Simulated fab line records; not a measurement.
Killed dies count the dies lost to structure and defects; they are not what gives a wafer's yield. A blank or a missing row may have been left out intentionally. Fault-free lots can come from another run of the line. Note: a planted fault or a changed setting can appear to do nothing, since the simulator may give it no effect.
Which of the tools did it? | flow gf180mcu | 12 lots (36 wafers sampled), 1 step of a 602-step route

== WHAT THE GAUGES SHOWED, per wafer ==
GF_V3_OVL_MEAS_15.
lot  | measured     | on         | V3_OVL (nm)
L075 | day 23 02:13 | overlay-01 | -5 -3 -7
L077 | day 24 05:38 | overlay-02 | -9 -11 -14
L079 | day 24 12:37 | overlay-01 | -1 -11 -10
L081 | day 25 10:48 | overlay-01 | -2 0 6
L083 | day 25 22:18 | overlay-01 | -14 -12 -10
L085 | day 26 13:49 | overlay-01 | 1 1 -2
L087 | day 27 09:02 | overlay-02 | -5 -9 -11
L089 | day 27 22:33 | overlay-01 | 4 -5 0
L090 | day 28 15:40 | overlay-02 | -2 4 -2
L093 | day 29 04:14 | overlay-02 | -3 -7 -4
L094 | day 29 16:54 | overlay-01 | 4 -8 4
L097 | day 30 09:36 | overlay-01 | 1 6 -2

== WHAT TOOL EACH LOT RAN ON (gives the tool, then ch and the chambers of the sampled wafers, and finally the start) ==
The record holds no process step before these readings.

== THE ANSWER, worked out from the rows above alone ==
Rule: usual is defined by the lots themselves. The widest of any qualifying gaps counts: lots, ordered by their means at a reading, are off when they make up no more than a third of the lots, leave a main group of 4 or more, and stand apart from it by 3 or more times the standard deviation of that group's means. The tables above print the reading to a certain number of digits; a main group whose means all agree to those digits is not used. Also off: a lot with no number at a reading for which 4 or more lots have one. All remaining lots with rows at the step are treated as sound.
Nothing can be told from this: no lot is off at any reading shown.

== WHAT THE SIMULATOR PUT IN ==
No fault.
